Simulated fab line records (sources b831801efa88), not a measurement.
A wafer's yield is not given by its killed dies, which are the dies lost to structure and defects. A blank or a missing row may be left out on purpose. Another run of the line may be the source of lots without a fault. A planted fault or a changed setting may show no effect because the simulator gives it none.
fab line records	flow gf180mcu
[record] lots = 24	wafers = 72	last_day = 34
route steps=602 shown M2@365 V2@398 V3@432 TOP_METAL@568
lots that met no fault: taken from a fault-free run of the same line
start_h: start of the lot's first displayed wafer, in hours after the record's first day	wait_h: hours elapsed since this lot's preceding step	" unchanged from the row above	L1.1+2: a single row standing in for several wafers	- value missing, or start not given	* or withheld: withheld	< > ~ a bound
route shown NAME@n: a module of which the file shows steps, and the number in the route of the first	usual: mean/standard deviation taken from wafers without a fault	same: alike in all rows	chamber/n: place in a boat	sites: per-site readings	_std_site: the values' standard deviation	_edge_site: inner sites' mean taken away from outer sites' mean	radius_mm: for every site, how far away it sits from the centre of the wafer	mask NAME#n: copy n	behind: the tool/chamber that last shaped the wafer	hold: why the lot went on hold/how many hours it stayed there/how the hold came to an end	device: whichever transistor did not switch (one of n, p or np)	end of line: the route-end tests of the same wafers	where a step has no rows: the recipe by itself	killed: the dies lost at the first sort to structure and to defects; this is not the yield of the wafer	map: shows each die of a wafer: x if killed, . if not, _ if none is there
set.NAME: the setting the step ran with; set.NAME@STEP: the setting that earlier step ran with	model.NAME: the simulator's own value behind a step, which no gauge read
the route's steps for a sample of lots (tables are steps, rows are wafers)
services: a tool's chamber out of use, with start hour (start_h, from the record's first day; less than 0 if before it), hours out, and reason
[[steps]]
[step GF_M2_SPUTTER_03]
[recipe] material = Ti	target_thk_nm = 10	substrate_temp_c = 300	chamber_pressure_pa = 0.3	power_w = 3000	time_s = 6.576
[usual] substrate_temp_c = 299.97/0.22	throttle_valve_pct = 29.9/0.95
lot.wafer	tool	chamber	start_h	wait_h	substrate_temp_c	throttle_valve_pct
L074.2	pvd_sputter-04	-	412.06	0.0	299.98	30.6
L074.3	"	-	"	"	299.79	30.4
L074.5	"	-	"	"	299.77	30.2
L075.3	pvd_sputter-01	-	419.76	0.0	300.11	28.4
L075.5	"	-	"	"	300.03	30.0
L075.6	"	-	"	"	299.98	28.7
L076.1	pvd_sputter-04	-	426.83	0.0	299.94	31.1
L076.4	"	-	"	"	299.85	29.9
L076.5	"	-	"	"	300.04	30.6
L077.2	pvd_sputter-04	-	439.73	0.0	299.96	31.0
L077.3	"	-	"	"	299.76	30.3
L077.5	"	-	"	"	299.91	31.1
L078.1	pvd_sputter-04	-	446.66	0.0	300.10	31.3
L078.4	"	-	"	"	299.96	30.3
L078.5	"	-	"	"	300.06	30.6
L079.2	pvd_sputter-04	-	461.28	0.0	300.06	30.9
L079.3	"	-	"	"	299.68	31.0
L079.5	"	-	"	"	299.82	30.1
L080.1	pvd_sputter-04	-	471.06	0.0	300.07	30.8
L080.2	"	-	"	"	299.73	31.2
L080.4	"	-	"	"	300.11	29.9
L081.1	pvd_sputter-02	-	475.61	0.0	300.21	28.0
L081.3	"	-	"	"	299.82	29.2
L081.5	"	-	"	"	300.27	28.4
L082.1	pvd_sputter-02	-	487.94	0.0	300.29	29.0
L082.2	"	-	"	"	300.20	30.9
L082.3	"	-	"	"	300.25	29.4
L083.2	pvd_sputter-02	-	494.81	0.0	299.78	31.0
L083.3	"	-	"	"	299.55	29.0
L083.4	"	-	"	"	299.81	28.1
L084.1	pvd_sputter-01	-	505.33	0.0	300.07	30.0
L084.2	"	-	"	"	299.93	28.4
L084.4	"	-	"	"	299.96	29.3
L085.2	pvd_sputter-04	-	516.43	0.0	299.95	31.2
L085.3	"	-	"	"	299.96	30.8
L085.6	"	-	"	"	299.83	29.8
L086.1	pvd_sputter-01	-	524.70	0.0	299.96	29.3
L086.3	"	-	"	"	299.96	29.1
L086.5	"	-	"	"	299.75	28.2
L087.2	pvd_sputter-02	-	532.70	0.0	300.07	29.0
L087.5	"	-	"	"	299.89	30.8
L087.6	"	-	"	"	299.58	29.5
L088.3	pvd_sputter-04	-	538.93	0.0	300.24	31.1
L088.4	"	-	"	"	300.03	30.9
L088.6	"	-	"	"	300.57	31.2
L089.3	pvd_sputter-01	-	541.66	0.0	299.94	29.8
L089.5	"	-	"	"	300.26	28.5
L089.6	"	-	"	"	299.87	29.4
L090.1	pvd_sputter-04	-	556.71	0.0	299.39	30.0
L090.2	"	-	"	"	299.67	31.3
L090.3	"	-	"	"	299.43	30.6
L091.1	pvd_sputter-04	-	559.61	0.0	299.63	30.4
L091.2	"	-	"	"	300.30	30.2
L091.5	"	-	"	"	300.03	30.0
L092.3	pvd_sputter-02	-	571.43	0.0	300.16	29.6
L092.4	"	-	"	"	299.97	28.2
L092.6	"	-	"	"	300.06	29.2
L093.1	pvd_sputter-02	-	576.53	0.0	299.78	29.5
L093.4	"	-	"	"	300.00	28.4
L093.5	"	-	"	"	300.25	29.2
L094.1	pvd_sputter-04	-	581.05	0.0	299.38	30.0
L094.3	"	-	"	"	299.74	30.5
L094.6	"	-	"	"	299.97	31.2
L095.3	pvd_sputter-01	-	589.52	0.0	300.12	28.7
L095.5	"	-	"	"	300.02	29.2
L095.6	"	-	"	"	300.09	29.1
L096.2	pvd_sputter-02	-	596.71	0.0	300.34	28.9
L096.3	"	-	"	"	299.65	29.6
L096.5	"	-	"	"	300.12	29.3
L097.1	pvd_sputter-04	-	609.59	0.0	299.80	30.7
L097.3	"	-	"	"	299.94	31.6
L097.5	"	-	"	"	299.89	30.7
[step GF_V2_ETCH_16]
[recipe] chemistry = N2/H2	target_depth_a = withheld	overetch_a = withheld	time_s = withheld	target = BARC	ion_energy_ev = 200	source_w = 500	bias_w = 100	pressure_mtorr = 30	n2_flow_sccm = 100	h2_flow_sccm = 200
[usual] drypump_motor_current_A = 5.5/0.52	oes_product_au = 0.855/0.0052	throttle_valve_pct = 13.224/0.0092
lot.wafer	tool	chamber	start_h	wait_h	drypump_motor_current_A	oes_product_au	throttle_valve_pct
L074.2	rie_diel-01	1	462.64	0.0	6.5	0.855	13.222
L074.3	"	3	"	"	5.6	0.860	13.212
L074.5	"	1	"	"	6.5	0.856	13.224
L075.3	rie_diel-01	3	470.88	0.0	5.6	0.853	13.221
L075.5	"	1	"	"	6.5	0.852	13.236
L075.6	"	0	"	"	5.4	0.851	13.230
L076.1	rie_diel-02	2	478.38	0.0	5.0	0.859	13.223
L076.4	"	1	"	"	5.3	0.852	13.231
L076.5	"	1	"	"	5.3	0.856	13.222
L077.2	rie_diel-01	0	490.63	0.0	5.5	0.861	13.223
L077.3	"	2	"	"	5.8	0.858	13.226
L077.5	"	3	"	"	5.6	0.852	13.227
L078.1	rie_diel-04	2	497.69	0.0	4.9	0.855	13.222
L078.4	"	1	"	"	5.7	0.847	13.226
L078.5	"	1	"	"	5.7	0.860	13.224
L079.2	rie_diel-02	0	510.53	0.0	5.6	0.849	13.237
L079.3	"	1	"	"	5.3	0.854	13.217
L079.5	"	1	"	"	5.3	0.851	13.223
L080.1	rie_diel-01	3	520.04	0.0	5.6	0.859	13.231
L080.2	"	0	"	"	5.4	0.855	13.218
L080.4	"	3	"	"	5.6	0.861	13.225
L081.1	rie_diel-04	2	525.28	0.0	4.9	0.854	13.213
L081.3	"	0	"	"	5.1	0.859	13.220
L081.5	"	3	"	"	4.8	0.852	13.248
L082.1	rie_diel-01	1	535.84	0.0	6.5	0.856	13.214
L082.2	"	2	"	"	5.8	0.851	13.206
L082.3	"	0	"	"	5.4	0.854	13.224
L083.2	rie_diel-01	3	543.13	0.0	5.6	0.855	13.236
L083.3	"	0	"	"	5.5	0.858	13.219
L083.4	"	2	"	"	5.9	0.837	13.221
L084.1	rie_diel-04	0	552.29	0.0	5.1	0.862	13.229
L084.2	"	1	"	"	5.7	0.860	13.217
L084.4	"	1	"	"	5.7	0.856	13.214
L085.2	rie_diel-04	3	563.83	0.0	4.7	0.864	13.242
L085.3	"	0	"	"	5.1	0.858	13.219
L085.6	"	3	"	"	4.8	0.857	13.214
L086.1	rie_diel-01	3	571.14	0.0	5.6	0.853	13.219
L086.3	"	0	"	"	5.5	0.863	13.240
L086.5	"	1	"	"	6.5	0.861	13.220
L087.2	rie_diel-02	1	578.33	0.0	5.3	0.855	13.213
L087.5	"	0	"	"	5.6	0.846	13.219
L087.6	"	3	"	"	5.8	0.852	13.210
L088.3	rie_diel-04	0	584.73	0.0	5.1	0.855	13.232
L088.4	"	3	"	"	4.7	0.853	13.226
L088.6	"	1	"	"	5.7	0.852	13.231
L089.3	rie_diel-04	1	586.89	0.0	5.7	0.855	13.230
L089.5	"	1	"	"	5.7	0.858	13.217
L089.6	"	2	"	"	4.9	0.848	13.223
L090.1	rie_diel-01	1	601.44	0.0	6.5	0.858	13.216
L090.2	"	3	"	"	5.6	0.852	13.216
L090.3	"	2	"	"	5.9	0.860	13.216
L091.1	rie_diel-01	3	603.49	0.0	5.6	0.852	13.251
L091.2	"	0	"	"	5.4	0.853	13.233
L091.5	"	2	"	"	5.8	0.859	13.237
L092.3	rie_diel-04	3	614.44	0.0	4.7	0.859	13.215
L092.4	"	0	"	"	5.1	0.850	13.224
L092.6	"	2	"	"	4.9	0.847	13.230
L093.1	rie_diel-04	2	619.74	0.0	4.9	0.854	13.215
L093.4	"	0	"	"	5.1	0.847	13.225
L093.5	"	0	"	"	5.1	0.856	13.223
L094.1	rie_diel-04	0	623.48	0.0	5.1	0.863	13.230
L094.3	"	1	"	"	5.7	0.856	13.227
L094.6	"	0	"	"	5.1	0.855	13.216
L095.3	rie_diel-04	3	632.83	0.0	4.7	0.855	13.239
L095.5	"	0	"	"	5.1	0.851	13.223
L095.6	"	3	"	"	4.7	0.856	13.221
L096.2	rie_diel-04	3	639.58	0.0	4.7	0.862	13.222
L096.3	"	2	"	"	4.9	0.856	13.216
L096.5	"	3	"	"	4.7	0.869	13.227
L097.1	rie_diel-01	3	651.98	0.0	5.6	0.847	13.229
L097.3	"	0	"	"	5.4	0.857	13.231
L097.5	"	2	"	"	5.9	0.855	13.225
[step GF_V3_THK_MEAS_03]
[recipe] reads = SiO2_of_V3_CVD_02
[usual] V3_CVD_02_THK = 854/11
lot.wafer	tool	chamber	start_h	wait_h	V3_CVD_02_THK[nm]
L074.2	film_metro-03	-	489.59	0.0	856
L074.3	"	-	"	"	846
L074.5	"	-	"	"	864
L075.3	film_metro-02	-	497.01	0.1	837
L075.5	"	-	"	"	855
L075.6	"	-	"	"	843
L076.1	film_metro-01	-	504.91	0.0	854
L076.4	"	-	"	"	859
L076.5	"	-	"	"	862
L077.2	film_metro-03	-	516.97	0.0	840
L077.3	"	-	"	"	849
L077.5	"	-	"	"	853
L078.1	film_metro-01	-	523.66	0.0	847
L078.4	"	-	"	"	859
L078.5	"	-	"	"	863
L079.2	film_metro-01	-	536.17	0.0	850
L079.3	"	-	"	"	852
L079.5	"	-	"	"	854
L080.1	film_metro-03	-	545.16	0.0	852
L080.2	"	-	"	"	848
L080.4	"	-	"	"	865
L081.1	film_metro-03	-	550.72	0.0	837
L081.3	"	-	"	"	835
L081.5	"	-	"	"	852
L082.1	film_metro-02	-	560.24	0.1	840
L082.2	"	-	"	"	849
L082.3	"	-	"	"	869
L083.2	film_metro-01	-	567.55	0.0	855
L083.3	"	-	"	"	845
L083.4	"	-	"	"	848
L084.1	film_metro-03	-	576.31	0.0	852
L084.2	"	-	"	"	853
L084.4	"	-	"	"	855
L085.2	film_metro-02	-	587.61	0.0	838
L085.3	"	-	"	"	848
L085.6	"	-	"	"	865
L086.1	film_metro-02	-	594.73	0.0	857
L086.3	"	-	"	"	847
L086.5	"	-	"	"	874
L087.2	film_metro-03	-	601.67	0.0	864
L087.5	"	-	"	"	870
L087.6	"	-	"	"	868
L088.3	film_metro-02	-	607.79	0.1	838
L088.4	"	-	"	"	867
L088.6	"	-	"	"	854
L089.3	film_metro-03	-	610.72	0.1	837
L089.5	"	-	"	"	844
L089.6	"	-	"	"	849
L090.1	film_metro-01	-	624.52	0.0	843
L090.2	"	-	"	"	847
L090.3	"	-	"	"	845
L091.1	film_metro-01	-	626.21	0.0	836
L091.2	"	-	"	"	845
L091.5	"	-	"	"	844
L092.3	film_metro-02	-	637.58	0.1	849
L092.4	"	-	"	"	858
L092.6	"	-	"	"	868
L093.1	film_metro-01	-	641.70	0.0	855
L093.4	"	-	"	"	876
L093.5	"	-	"	"	862
L094.1	film_metro-01	-	646.25	0.0	860
L094.3	"	-	"	"	868
L094.6	"	-	"	"	881
L095.3	film_metro-01	-	655.30	0.1	835
L095.5	"	-	"	"	846
L095.6	"	-	"	"	861
L096.2	film_metro-01	-	662.03	0.0	849
L096.3	"	-	"	"	858
L096.5	"	-	"	"	881
L097.1	film_metro-02	-	674.39	0.0	857
L097.3	"	-	"	"	855
L097.5	"	-	"	"	866
[step GF_V3_ETCH_17]
[recipe] chemistry = C4F8/O2/Ar	mask_material = KrF	target = SiO2	stop_on = TiN	source_w = 1500	bias_w = 1200	pressure_mtorr = 40	c4f8_flow_sccm = withheld	O2_flow_sccm = 6	Ar_flow_sccm = 300	time_s = withheld	target_depth_a = 6350
[usual] oes_product_au = 0.856/0.0045
lot.wafer	tool	chamber	start_h	wait_h	oes_product_au
L074.2	rie_diel-03	3	-	-	0.855
L074.3	"	0	"	"	0.848
L074.5	"	1	"	"	0.855
L075.3	rie_diel-02	0	-	-	0.859
L075.5	"	2	"	"	0.860
L075.6	"	1	"	"	0.856
L076.1	rie_diel-03	3	-	-	0.864
L076.4	"	2	"	"	0.859
L076.5	"	2	"	"	0.859
L077.2	rie_diel-01	0	-	-	0.858
L077.3	"	2	"	"	0.860
L077.5	"	0	"	"	0.859
L078.1	rie_diel-01	3	-	-	0.853
L078.4	"	0	"	"	0.851
L078.5	"	1	"	"	0.854
L079.2	rie_diel-01	1	-	-	0.860
L079.3	"	0	"	"	0.858
L079.5	"	3	"	"	0.854
L080.1	rie_diel-02	3	-	-	0.850
L080.2	"	1	"	"	0.852
L080.4	"	2	"	"	0.862
L081.1	rie_diel-03	0	-	-	0.861
L081.3	"	1	"	"	0.854
L081.5	"	1	"	"	0.857
L082.1	rie_diel-03	1	-	-	0.858
L082.2	"	2	"	"	0.856
L082.3	"	3	"	"	0.859
L083.2	rie_diel-01	0	-	-	0.856
L083.3	"	2	"	"	0.860
L083.4	"	1	"	"	0.856
L084.1	rie_diel-01	1	-	-	0.854
L084.2	"	0	"	"	0.855
L084.4	"	3	"	"	0.857
L085.2	rie_diel-02	1	-	-	0.851
L085.3	"	0	"	"	0.860
L085.6	"	3	"	"	0.862
L086.1	rie_diel-03	1	-	-	0.848
L086.3	"	3	"	"	0.857
L086.5	"	3	"	"	0.854
L087.2	rie_diel-02	2	-	-	0.848
L087.5	"	1	"	"	0.857
L087.6	"	2	"	"	0.862
L088.3	rie_diel-03	1	-	-	0.862
L088.4	"	0	"	"	0.859
L088.6	"	0	"	"	0.848
L089.3	rie_diel-01	2	-	-	0.848
L089.5	"	0	"	"	0.850
L089.6	"	3	"	"	0.852
L090.1	rie_diel-03	1	-	-	0.855
L090.2	"	0	"	"	0.854
L090.3	"	2	"	"	0.856
L091.1	rie_diel-02	0	-	-	0.850
L091.2	"	2	"	"	0.861
L091.5	"	0	"	"	0.848
L092.3	rie_diel-03	3	-	-	0.855
L092.4	"	0	"	"	0.857
L092.6	"	0	"	"	0.850
L093.1	rie_diel-03	0	-	-	0.857
L093.4	"	1	"	"	0.852
L093.5	"	1	"	"	0.864
L094.1	rie_diel-02	2	-	-	0.856
L094.3	"	1	"	"	0.854
L094.6	"	2	"	"	0.857
L095.3	rie_diel-03	3	-	-	0.861
L095.5	"	3	"	"	0.860
L095.6	"	0	"	"	0.853
L096.2	rie_diel-01	2	-	-	0.861
L096.3	"	0	"	"	0.852
L096.5	"	3	"	"	0.849
L097.1	rie_diel-02	0	-	-	0.859
L097.3	"	1	"	"	0.863
L097.5	"	2	"	"	0.858
[step GF_V3_CMP_26]
[recipe] stop_on = SiO2	down_force_psi = 3.5	platen_rpm = 60	t_overpolish_s = 15	target_thk_nm = 0	pad_velocity_m_s = 0.94248
[usual] motor_current_A = 11.4/1	overpolish_run_s = 15.000/0.0087	platen_rpm = 59.99/0.042	time_to_endpoint_s = 85.1/2.6
lot.wafer	tool	chamber	start_h	wait_h	motor_current_A	overpolish_run_s	platen_rpm	time_to_endpoint_s
L074.3	cmp-01	0	515.21	0.0	12.1	14.985	60.00	81.9
L074.2	"	2	"	"	13.3	14.982	59.89	83.6
L074.5	"	0	"	"	11.3	15.000	59.95	81.6
L075.3	cmp-01	2	522.79	0.1	13.0	15.002	59.93	83.3
L075.5	"	0	"	"	12.1	15.000	60.04	88.1
L075.6	"	1	"	"	11.1	15.005	59.93	85.5
L076.4	cmp-02	1	530.40	0.0	10.3	14.998	59.96	83.1
L076.1	"	2	"	"	12.8	14.992	59.95	84.4
L076.5	"	2	"	"	12.2	14.996	60.03	84.2
L077.2	cmp-02	3	541.64	0.1	12.5	15.011	60.02	85.3
L077.3	"	0	"	"	11.2	14.997	59.89	84.5
L077.5	"	2	"	"	12.6	15.019	59.99	83.5
L078.4	cmp-01	1	547.85	0.0	10.8	15.002	60.00	85.0
L078.1	"	3	"	"	10.3	14.996	59.96	85.6
L078.5	"	1	"	"	10.8	14.999	60.00	87.0
L079.3	cmp-02	0	559.79	0.0	11.0	15.010	60.00	83.7
L079.2	"	2	"	"	13.1	15.003	59.99	83.1
L079.5	"	0	"	"	10.4	14.995	59.94	80.2
L080.1	cmp-01	3	568.58	0.1	10.6	15.010	59.97	79.7
L080.4	"	1	"	"	10.5	15.006	59.99	81.1
L080.2	"	2	"	"	13.3	14.997	59.97	81.4
L081.3	cmp-02	2	574.15	0.1	12.4	15.001	59.96	86.4
L081.1	"	3	"	"	12.4	15.009	59.98	87.8
L081.5	"	0	"	"	10.5	15.004	60.03	86.6
L082.1	cmp-02	1	583.67	0.1	10.4	15.007	59.89	88.8
L082.3	"	3	"	"	12.2	14.990	59.99	88.8
L082.2	"	0	"	"	11.2	15.006	60.02	88.7
L083.2	cmp-02	0	590.30	0.0	11.1	15.001	60.01	88.3
L083.4	"	1	"	"	10.0	14.997	59.90	86.7
L083.3	"	3	"	"	11.7	14.998	59.99	88.9
L084.1	cmp-01	1	599.30	0.1	10.7	14.999	60.00	85.7
L084.2	"	2	"	"	13.4	15.012	60.00	88.3
L084.4	"	3	"	"	11.0	15.020	60.00	87.6
L085.2	cmp-01	2	610.41	0.1	13.6	14.991	60.06	87.2
L085.3	"	3	"	"	11.9	15.001	59.97	85.8
L085.6	"	2	"	"	12.9	15.001	60.02	82.3
L086.3	cmp-02	2	617.33	0.1	13.0	14.992	60.02	83.7
L086.1	"	3	"	"	11.9	14.982	60.02	87.2
L086.5	"	2	"	"	12.5	15.014	60.02	82.9
L087.2	cmp-01	0	624.19	0.0	11.4	14.998	59.97	83.3
L087.6	"	0	"	"	11.3	15.007	59.89	85.8
L087.5	"	1	"	"	10.3	14.994	59.92	83.6
L088.3	cmp-01	0	629.90	0.0	11.3	15.002	59.92	87.0
L088.4	"	3	"	"	11.4	15.003	60.03	86.4
L088.6	"	0	"	"	11.2	15.007	59.99	85.5
L089.3	cmp-01	2	632.69	0.2	13.4	14.999	60.06	83.8
L089.6	"	2	"	"	12.8	14.996	60.03	82.0
L089.5	"	3	"	"	10.3	14.992	60.00	83.8
L090.1	cmp-01	1	645.99	0.1	10.4	14.992	59.94	90.2
L090.3	"	2	"	"	12.6	14.987	59.99	86.0
L090.2	"	0	"	"	11.6	14.997	59.95	88.8
L091.2	cmp-01	0	647.54	0.0	11.6	14.983	59.98	85.1
L091.1	"	3	"	"	10.6	14.994	60.02	86.3
L091.5	"	1	"	"	10.5	14.993	59.96	85.5
L092.4	cmp-02	3	658.74	0.1	10.8	15.001	60.02	89.4
L092.3	"	1	"	"	10.6	14.994	59.99	87.2
L092.6	"	2	"	"	13.2	15.007	60.01	87.9
L093.4	cmp-01	0	663.13	0.0	11.3	14.995	60.01	88.0
L093.1	"	2	"	"	12.7	14.999	59.96	86.4
L093.5	"	0	"	"	11.3	14.994	60.08	84.9
L094.1	cmp-01	3	667.34	0.1	10.1	14.995	59.99	82.2
L094.3	"	0	"	"	11.4	14.997	60.02	86.2
L094.6	"	2	"	"	13.2	15.007	60.02	81.8
L095.3	cmp-01	2	676.69	0.2	13.1	15.005	59.94	81.9
L095.6	"	3	"	"	10.7	15.000	59.99	79.6
L095.5	"	0	"	"	11.0	15.000	60.06	84.0
L096.3	cmp-01	2	683.07	0.1	13.5	14.991	60.04	83.3
L096.2	"	3	"	"	11.0	15.018	60.01	87.0
L096.5	"	1	"	"	10.3	15.010	59.98	84.5
L097.1	cmp-01	1	695.00	0.1	10.8	14.990	59.98	81.6
L097.3	"	0	"	"	10.8	15.015	60.03	83.4
L097.5	"	1	"	"	10.7	15.017	60.04	81.8
[step GF_TOP_METAL_SPUTTER_01]
[recipe] material = TiN	target_thk_nm = 30	power_w = 6500	time_s = 25	chamber_pressure_pa = 0.4
[usual] throttle_valve_pct = 29.8/0.96
lot.wafer	tool	chamber	start_h	wait_h	throttle_valve_pct
L074.2	pvd_sputter-04	-	630.64	0.1	30.8
L074.3	"	-	"	"	31.1
L074.5	"	-	"	"	30.8
L075.3	pvd_sputter-02	-	636.18	0.1	29.0
L075.5	"	-	"	"	28.6
L075.6	"	-	"	"	31.0
L076.1	pvd_sputter-01	-	644.12	0.1	28.9
L076.4	"	-	"	"	29.8
L076.5	"	-	"	"	29.7
L077.2	pvd_sputter-04	-	652.88	0.1	31.3
L077.3	"	-	"	"	30.7
L077.5	"	-	"	"	30.6
L078.1	pvd_sputter-04	-	658.02	0.1	30.5
L078.4	"	-	"	"	29.9
L078.5	"	-	"	"	30.8
L079.2	pvd_sputter-04	-	669.79	0.1	30.9
L079.3	"	-	"	"	30.3
L079.5	"	-	"	"	30.7
L080.1	pvd_sputter-01	-	677.02	0.1	29.9
L080.2	"	-	"	"	29.6
L080.4	"	-	"	"	29.1
L081.1	pvd_sputter-01	-	682.36	0.1	28.3
L081.3	"	-	"	"	29.5
L081.5	"	-	"	"	28.5
L082.1	pvd_sputter-02	-	691.67	0.1	29.2
L082.2	"	-	"	"	28.3
L082.3	"	-	"	"	31.0
L083.2	pvd_sputter-02	-	696.87	0.1	29.4
L083.3	"	-	"	"	29.2
L083.4	"	-	"	"	29.2
L084.1	pvd_sputter-02	-	704.37	0.1	30.8
L084.2	"	-	"	"	29.2
L084.4	"	-	"	"	29.4
L085.2	pvd_sputter-02	-	714.71	0.1	28.5
L085.3	"	-	"	"	29.3
L085.6	"	-	"	"	30.9
L086.1	pvd_sputter-01	-	719.17	0.1	29.0
L086.3	"	-	"	"	29.4
L086.5	"	-	"	"	29.8
L087.2	pvd_sputter-02	-	727.12	0.1	30.9
L087.5	"	-	"	"	30.8
L087.6	"	-	"	"	28.4
L088.3	pvd_sputter-01	-	730.36	0.1	29.0
L088.4	"	-	"	"	28.5
L088.6	"	-	"	"	29.6
L089.3	pvd_sputter-04	-	733.13	0.1	30.7
L089.5	"	-	"	"	31.1
L089.6	"	-	"	"	31.0
L090.1	pvd_sputter-04	-	744.46	0.1	29.9
L090.2	"	-	"	"	31.1
L090.3	"	-	"	"	30.6
L091.1	pvd_sputter-02	-	747.06	0.1	29.1
L091.2	"	-	"	"	28.6
L091.5	"	-	"	"	30.8
L092.3	pvd_sputter-02	-	755.36	0.1	29.2
L092.4	"	-	"	"	29.2
L092.6	"	-	"	"	29.0
L093.1	pvd_sputter-04	-	761.01	0.1	30.8
L093.4	"	-	"	"	30.1
L093.5	"	-	"	"	30.8
L094.1	pvd_sputter-01	-	763.11	0.1	29.3
L094.3	"	-	"	"	30.0
L094.6	"	-	"	"	28.3
L095.3	pvd_sputter-01	-	771.16	0.1	29.1
L095.5	"	-	"	"	29.4
L095.6	"	-	"	"	29.7
L096.2	pvd_sputter-02	-	777.42	0.1	28.6
L096.3	"	-	"	"	28.8
L096.5	"	-	"	"	28.4
L097.1	pvd_sputter-01	-	786.17	0.1	28.2
L097.3	"	-	"	"	28.8
L097.5	"	-	"	"	29.4
[[services]]
tool	chamber	start_h	hours	kind
cmp-01	-	408.19	0.8	repair
cmp-01	-	422.09	2.4	repair
rie_diel-01	-	453.92	0.2	repair
pvd_sputter-04	-	483.58	2.1	repair
rie_diel-01	-	485.66	1.4	repair
rie_diel-01	2	515.06	15.3	repair
pvd_sputter-01	-	516.42	2.4	repair
cmp-01	-	572.00	4.0	pm
cmp-01	-	580.46	3.5	repair
cmp-01	-	582.93	1.2	repair
pvd_sputter-04	-	588.74	8.7	repair
pvd_sputter-01	-	614.64	1.0	repair
pvd_sputter-02	-	653.30	2.3	repair
cmp-01	-	656.80	4.1	pm
cmp-01	-	668.10	7.5	pm
pvd_sputter-02	-	673.75	9.5	repair
pvd_sputter-04	-	686.18	11.5	repair
pvd_sputter-04	-	701.39	3.7	repair
cmp-01	-	708.53	0.3	repair
rie_diel-01	0	711.31	6.1	repair
pvd_sputter-02	-	718.23	3.1	repair
pvd_sputter-04	-	720.30	0.7	repair
cmp-01	-	775.13	0.3	repair
cmp-01	-	783.66	1.3	repair
[[key]]
fault none
